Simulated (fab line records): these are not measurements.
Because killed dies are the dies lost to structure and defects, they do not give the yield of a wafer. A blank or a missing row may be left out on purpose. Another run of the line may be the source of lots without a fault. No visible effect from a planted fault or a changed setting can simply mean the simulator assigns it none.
fab line records ; flow sfq_line
record: lots: 15; wafers: 45; last_day: 91
route steps=325 shown I1@73 M2@95
lots untouched by any fault: they come from a run of this same line in which no faults occurred
start_h: start of the lot's first displayed wafer, in hours after the record's first day ; wait_h: hours since the lot's step before ; " identical to the entry in the row above ; L1.1+2: a single row standing in for several wafers ; - no value present, or no start provided ; * or withheld: withheld ; < > ~ a bound
route shown NAME@n: NAME is a module with steps in the file, n the number in the route of the first one ; usual: average and standard deviation across the fault-free wafers ; same: alike in all rows ; chamber/n: place in a boat ; sites: each site's reading ; _std_site: standard deviation of those values ; _edge_site: mean of outer sites minus mean of inner sites ; radius_mm: for every site, how far away it sits from the centre of the wafer ; mask NAME#n: copy n ; behind: tool/chamber where the wafer was last shaped ; hold: why the lot went on hold/how many hours it stayed there/how the hold came to an end ; device: names the non-switching transistor (n, p or np) ; end of line: the route-end tests of the same wafers ; a step without rows: its recipe alone ; killed: at the first sort, the dies lost to defects and structure; wafer yield is something else ; map: a wafer's dies, marking killed ones x, the rest . and places with no die _
set.NAME: the run value of the setting; set.NAME@STEP: its run value at that earlier step ; model.NAME: the simulator's own value behind a step, which no gauge read
a sample of lots followed through the steps of the route, with each step as a table and each wafer as a row
services: from which hour (start_h, from the record's first day; less than 0 if before it) a tool's chamber was out of use, for how many hours, and why
== steps ==
step: SFQ_TRILAYER_I1_DEP_PECVD_045
recipe: material: SiO2; temp_c: 150; time_s: 111.11; pressure_torr: 2.4; rf_w: 183.3; precursor: SiH4/N2O; target_thk_nm: 500
usual: chamber_pressure_Torr: 2.400/0.0052; heater_power_outer_w: 30/6.3; heater_power_w: 82/9.8; throttle_valve_pct: 24.3/1.2; time_s: 111.11/0
lot.wafer;tool;chamber;start_h;wait_h;chamber_pressure_Torr;heater_power_outer_w;heater_power_w;throttle_valve_pct;time_s
L894.2;pecvd-03;0;605.18;0.0;2.400;33;87;24.0;111.11
L894.4;pecvd-03;0;605.18;0.0;2.396;35;94;24.3;111.11
L894.5;pecvd-03;1;605.18;0.0;2.402;29;84;25.2;111.11
L896.1;pecvd-04;1;620.79;0.0;2.402;34;82;22.9;111.11
L896.4;pecvd-04;2;620.79;0.0;2.404;15;75;22.7;111.11
L896.6;pecvd-04;0;620.79;0.0;2.399;30;70;23.5;111.11
L898.1;pecvd-01;0;625.70;0.0;2.403;27;82;26.2;111.11
L898.4;pecvd-01;0;625.70;0.0;2.409;30;85;26.4;111.11
L898.6;pecvd-01;2;625.70;0.0;2.394;33;87;26.0;111.11
L899.3;pecvd-04;0;629.30;0.0;2.408;20;57;23.5;111.11
L899.4;pecvd-04;0;629.30;0.0;2.402;23;64;23.4;111.11
L899.6;pecvd-04;2;629.30;0.0;2.389;19;84;23.1;111.11
L901.3;pecvd-01;0;637.70;0.0;2.398;39;98;26.6;111.11
L901.4;pecvd-01;0;637.70;0.0;2.402;26;81;26.6;111.11
L901.6;pecvd-01;1;637.70;0.0;2.400;40;100;24.9;111.11
L902.1;pecvd-04;1;641.30;0.0;2.393;29;74;22.8;111.11
L902.2;pecvd-04;2;641.30;0.0;2.395;28;92;23.1;111.11
L902.6;pecvd-04;0;641.30;0.0;2.405;28;70;23.6;111.11
L903.2;pecvd-03;0;644.90;0.0;2.398;26;77;24.6;111.11
L903.3;pecvd-03;1;644.90;0.0;2.402;32;91;25.4;111.11
L903.5;pecvd-03;2;644.90;0.0;2.397;39;91;23.1;111.11
L904.1;pecvd-01;0;654.50;0.0;2.400;38;93;26.6;111.11
L904.2;pecvd-01;1;654.50;0.0;2.397;39;101;25.2;111.11
L904.4;pecvd-01;0;654.50;0.0;2.401;39;96;26.6;111.11
L905.2;pecvd-04;0;683.43;0.0;2.399;25;65;24.0;111.11
L905.4;pecvd-04;0;683.43;0.0;2.399;27;68;23.7;111.11
L905.6;pecvd-04;2;683.43;0.0;2.399;21;85;23.2;111.11
L906.3;pecvd-04;0;690.88;0.0;2.398;23;61;23.8;111.11
L906.5;pecvd-04;0;690.88;0.0;2.410;25;68;23.8;111.11
L906.6;pecvd-04;1;690.88;0.0;2.396;38;88;23.0;111.11
L907.1;pecvd-01;2;704.08;0.0;2.395;31;86;26.0;111.11
L907.3;pecvd-01;1;704.08;0.0;2.395;33;92;25.3;111.11
L907.4;pecvd-01;2;704.08;0.0;2.397;34;88;26.0;111.11
L914.2;pecvd-01;1;761.47;0.0;-;-;-;-;-
L914.4;pecvd-01;0;761.47;0.0;-;-;-;-;-
L914.6;pecvd-01;2;761.47;0.0;-;-;-;-;-
L915.2;pecvd-04;1;767.47;0.0;-;-;-;-;-
L915.3;pecvd-04;2;767.47;0.0;-;-;-;-;-
L915.4;pecvd-04;1;767.47;0.0;-;-;-;-;-
L916.1;pecvd-04;1;788.97;0.0;-;-;-;-;-
L916.5;pecvd-04;0;788.97;0.0;-;-;-;-;-
L916.6;pecvd-04;1;788.97;0.0;-;-;-;-;-
L917.2;pecvd-01;2;804.28;0.0;2.395;28;80;25.9;111.11
L917.3;pecvd-01;1;804.28;0.0;2.387;33;90;25.2;111.11
L917.5;pecvd-01;2;804.28;0.0;2.390;31;84;26.0;111.11
step: SFQ_TRILAYER_I1_METRO_MEASURE_047
lot.wafer;tool;chamber;start_h;wait_h
L894.2+4+5;film_metro-02;-;614.17;0.3
L896.1+4+6;film_metro-03;-;632.84;0.1
L898.1+4+6;film_metro-03;-;635.84;0.1
L899.3+4+6;film_metro-04;-;642.07;0.5
L901.3+4+6;film_metro-04;-;648.24;0.5
L902.1+2+6;film_metro-02;-;650.84;0.1
L903.2+3+5;film_metro-04;-;654.04;0.3
L904.1+2+4;film_metro-02;-;659.84;0.1
L905.2+4+6;film_metro-02;-;686.83;0.3
L906.3+5+6;film_metro-04;-;694.71;0.5
L907.1+3+4;film_metro-03;-;707.28;0.1
L914.2+4+6;film_metro-04;-;771.84;0.3
L915.2+3+4;film_metro-02;-;775.13;0.3
L916.1+5+6;film_metro-04;-;798.64;0.1
L917.2+3+5;film_metro-03;-;813.92;0.3
step: SFQ_TRILAYER_I1_VIA_ETCH_VIA_ETCH_052
recipe: target: SiO2; stop_on: Nb; mask_material: PR; taper_deg: 20; chemistry: CHF3; target_depth_nm: 260; source_w: 500; bias_w: 80; pressure_mtorr: 30; time_s: withheld
usual: drypump_motor_current_A: 5.7/0.6; oes_product_au: 0.855/0.0048
lot.wafer;tool;chamber;start_h;wait_h;drypump_motor_current_A;oes_product_au
L894.2;rie_diel-04;0;617.49;0.0;5.7;0.854
L894.4;rie_diel-04;1;617.49;0.0;4.7;0.855
L894.5;rie_diel-04;2;617.49;0.0;6.5;0.861
L896.1;rie_diel-02;3;636.43;0.0;6.1;0.848
L896.4;rie_diel-02;2;636.43;0.0;4.7;0.860
L896.6;rie_diel-02;2;636.43;0.0;4.7;0.856
L898.1;rie_diel-03;0;641.23;0.0;5.8;0.848
L898.4;rie_diel-03;1;641.23;0.0;4.9;0.852
L898.6;rie_diel-03;2;641.23;0.0;5.7;0.854
L899.3;rie_diel-04;0;645.86;0.0;5.7;0.853
L899.4;rie_diel-04;3;645.86;0.0;6.1;0.852
L899.6;rie_diel-04;2;645.86;0.0;6.5;0.855
L901.3;rie_diel-02;1;654.74;0.0;6.1;0.861
L901.4;rie_diel-02;3;654.74;0.0;6.2;0.855
L901.6;rie_diel-02;3;654.74;0.0;6.2;0.854
L902.1;rie_diel-03;3;657.14;0.0;5.8;0.864
L902.2;rie_diel-03;2;657.14;0.0;5.7;0.863
L902.6;rie_diel-03;1;657.14;0.0;4.9;0.856
L903.2;rie_diel-04;1;659.54;0.0;4.7;0.850
L903.3;rie_diel-04;0;659.54;0.0;5.7;0.858
L903.5;rie_diel-04;0;659.54;0.0;5.7;0.857
L904.1;rie_diel-02;3;689.02;0.0;6.2;0.850
L904.2;rie_diel-02;0;689.02;0.0;6.0;0.863
L904.4;rie_diel-02;2;689.02;0.0;4.7;0.854
L905.2;rie_diel-04;1;690.22;0.0;4.7;0.856
L905.4;rie_diel-04;2;690.22;0.0;6.5;0.856
L905.6;rie_diel-04;2;690.22;0.0;6.5;0.856
L906.3;rie_diel-03;2;697.83;0.0;5.7;0.853
L906.5;rie_diel-03;2;697.83;0.0;5.7;0.855
L906.6;rie_diel-03;3;697.83;0.0;5.8;0.859
L907.1;rie_diel-03;3;715.38;0.0;5.9;0.858
L907.3;rie_diel-03;0;715.38;0.0;5.8;0.855
L907.4;rie_diel-03;2;715.38;0.0;5.7;0.855
L914.2;rie_diel-04;2;775.16;0.0;6.5;0.376
L914.4;rie_diel-04;0;775.16;0.0;5.7;0.387
L914.6;rie_diel-04;1;775.16;0.0;4.7;0.373
L915.2;rie_diel-02;2;778.45;0.0;4.7;0.373
L915.3;rie_diel-02;1;778.45;0.0;6.0;0.378
L915.4;rie_diel-02;0;778.45;0.0;6.0;0.372
L916.1;rie_diel-04;3;807.68;0.0;6.1;0.373
L916.5;rie_diel-04;0;807.68;0.0;5.7;0.378
L916.6;rie_diel-04;2;807.68;0.0;6.5;0.380
L917.2;rie_diel-04;0;818.03;0.0;5.7;0.857
L917.3;rie_diel-04;1;818.03;0.0;4.7;0.856
L917.5;rie_diel-04;1;818.03;0.0;4.7;0.856
step: SFQ_TRILAYER_M2_LITHO_EXPOSE_058
recipe: mask_id: M2; na: 0.6; source_shape: conventional; sigma_outer: 0.65; target_cd_nm: 500; dose_mj: 14.4
usual: exposure_dose_mJ_cm2: 14.401/0.012; focus_offset_nm: 0.0/0.54; stage_vel_mm_s: 500.05/0.26
lot.wafer;tool;chamber;start_h;wait_h;mask;exposure_dose_mJ_cm2;focus_offset_nm;stage_vel_mm_s
L894.2;krf_scanner-02;0;757.96;-;M2#0;14.401;-0.5;499.54
L894.4;krf_scanner-02;0;757.96;-;M2#0;14.391;-0.7;499.60
L894.5;krf_scanner-02;0;757.96;-;M2#0;14.377;-0.5;499.64
L896.1;krf_scanner-02;0;770.96;-;M2#0;14.413;-0.2;499.93
L896.4;krf_scanner-02;0;770.96;-;M2#0;14.425;-0.5;500.23
L896.6;krf_scanner-02;0;770.96;-;M2#0;14.392;-0.1;500.35
L898.1;krf_scanner-02;0;775.76;-;M2#0;14.383;-0.3;500.01
L898.4;krf_scanner-02;0;775.76;-;M2#0;14.401;0.2;500.34
L898.6;krf_scanner-02;0;775.76;-;M2#0;14.397;1.1;500.13
L899.3;krf_scanner-01;0;783.28;-;M2#0;14.393;0.1;500.32
L899.4;krf_scanner-01;0;783.28;-;M2#0;14.395;1.0;500.15
L899.6;krf_scanner-01;0;783.28;-;M2#0;14.388;-0.1;500.52
L901.3;krf_scanner-01;0;794.08;-;M2#0;14.400;0.3;500.40
L901.4;krf_scanner-01;0;794.08;-;M2#0;14.402;0.4;500.06
L901.6;krf_scanner-01;0;794.08;-;M2#0;14.399;-0.4;500.05
L902.1;krf_scanner-02;0;798.60;-;M2#0;14.405;0.3;499.81
L902.2;krf_scanner-02;0;798.60;-;M2#0;14.392;0.6;499.53
L902.6;krf_scanner-02;0;798.60;-;M2#0;14.395;-0.2;499.65
L903.2;krf_scanner-02;0;803.60;-;M2#0;14.395;-0.7;499.70
L903.3;krf_scanner-02;0;803.60;-;M2#0;14.401;-0.3;499.84
L903.5;krf_scanner-02;0;803.60;-;M2#0;14.391;-1.5;499.70
L904.1;krf_scanner-02;0;841.80;-;M2#0;14.390;-0.6;499.99
L904.2;krf_scanner-02;0;841.80;-;M2#0;14.401;-0.8;500.15
L904.4;krf_scanner-02;0;841.80;-;M2#0;14.414;0.6;500.25
L905.2;krf_scanner-02;0;844.40;-;M2#0;14.388;0.4;499.74
L905.4;krf_scanner-02;0;844.40;-;M2#0;14.378;0.7;500.16
L905.6;krf_scanner-02;0;844.40;-;M2#0;14.400;0.8;500.04
L906.3;krf_scanner-02;0;850.60;-;M2#0;14.387;0.2;500.27
L906.5;krf_scanner-02;0;850.60;-;M2#0;14.391;0.0;500.08
L906.6;krf_scanner-02;0;850.60;-;M2#0;14.394;-0.2;499.89
L907.1;krf_scanner-01;0;868.33;-;M2#0;14.415;-0.3;499.65
L907.3;krf_scanner-01;0;868.33;-;M2#0;14.428;-0.1;500.04
L907.4;krf_scanner-01;0;868.33;-;M2#0;14.430;-0.7;499.93
L914.2;krf_scanner-02;-;918.26;-;M2#0;-;-;-
L914.4;krf_scanner-02;-;918.26;-;M2#0;-;-;-
L914.6;krf_scanner-02;-;918.26;-;M2#0;-;-;-
L915.2;krf_scanner-02;-;919.46;-;M2#0;-;-;-
L915.3;krf_scanner-02;-;919.46;-;M2#0;-;-;-
L915.4;krf_scanner-02;-;919.46;-;M2#0;-;-;-
L916.1;krf_scanner-02;-;940.86;-;M2#0;-;-;-
L916.5;krf_scanner-02;-;940.86;-;M2#0;-;-;-
L916.6;krf_scanner-02;-;940.86;-;M2#0;-;-;-
L917.2;krf_scanner-01;0;952.58;-;M2#0;14.406;-0.1;499.58
L917.3;krf_scanner-01;0;952.58;-;M2#0;14.393;0.0;499.98
L917.5;krf_scanner-01;0;952.58;-;M2#0;14.396;0.1;499.98
== services ==
tool;chamber;start_h;hours;kind
krf_scanner-02;-;600.16;0.1;repair
krf_scanner-02;-;606.39;6.1;repair
krf_scanner-02;-;612.51;1.0;pm
krf_scanner-02;-;613.51;1.3;pm
rie_diel-04;3;618.32;2.1;repair
film_metro-04;-;620.30;0.3;pm
krf_scanner-02;-;624.88;0.3;repair
rie_diel-04;1;641.79;9.4;repair
krf_scanner-02;-;661.61;4.4;pm
rie_diel-04;0;699.71;5.8;repair
pecvd-04;2;720.37;5.7;repair
krf_scanner-02;-;720.78;0.8;pm
pecvd-04;2;767.59;49.1;repair
krf_scanner-02;-;776.96;1.0;pm
rie_diel-04;1;786.04;30.3;repair
krf_scanner-02;-;788.03;1.3;pm
pecvd-04;1;854.87;18.6;repair
krf_scanner-02;-;865.80;6.0;pm
krf_scanner-02;-;881.40;4.0;pm
krf_scanner-02;-;889.02;0.8;pm
pecvd-04;0;890.12;6.0;repair
pecvd-04;1;936.60;7.3;repair
rie_diel-04;-;940.59;2.8;pm
krf_scanner-02;-;949.26;1.0;pm
== key ==
first_sign: step: SFQ_TRILAYER_I1_DEP_PECVD_045; reading: tool_record; direction: missing
effect: step: SFQ_TRILAYER_I1_VIA_ETCH_VIA_ETCH_052; reading: oes_product_au; direction: down; sigmas: 99+; usual: 0.855; struck: 0.377
effect: step: SFQ_TRILAYER_M2_LITHO_EXPOSE_058; reading: tool_record; direction: missing
met_at SFQ_TRILAYER_I1_DEP_PECVD_045
struck_lots L914,L915,L916
onset_between 704.08 761.47
fault: kind: skipped_step_whole; tool: pecvd-01,pecvd-04; chamber: -; onset_h: 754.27; steps: SFQ_TRILAYER_I1_DEP_PECVD_045; scope: struck_lots_only
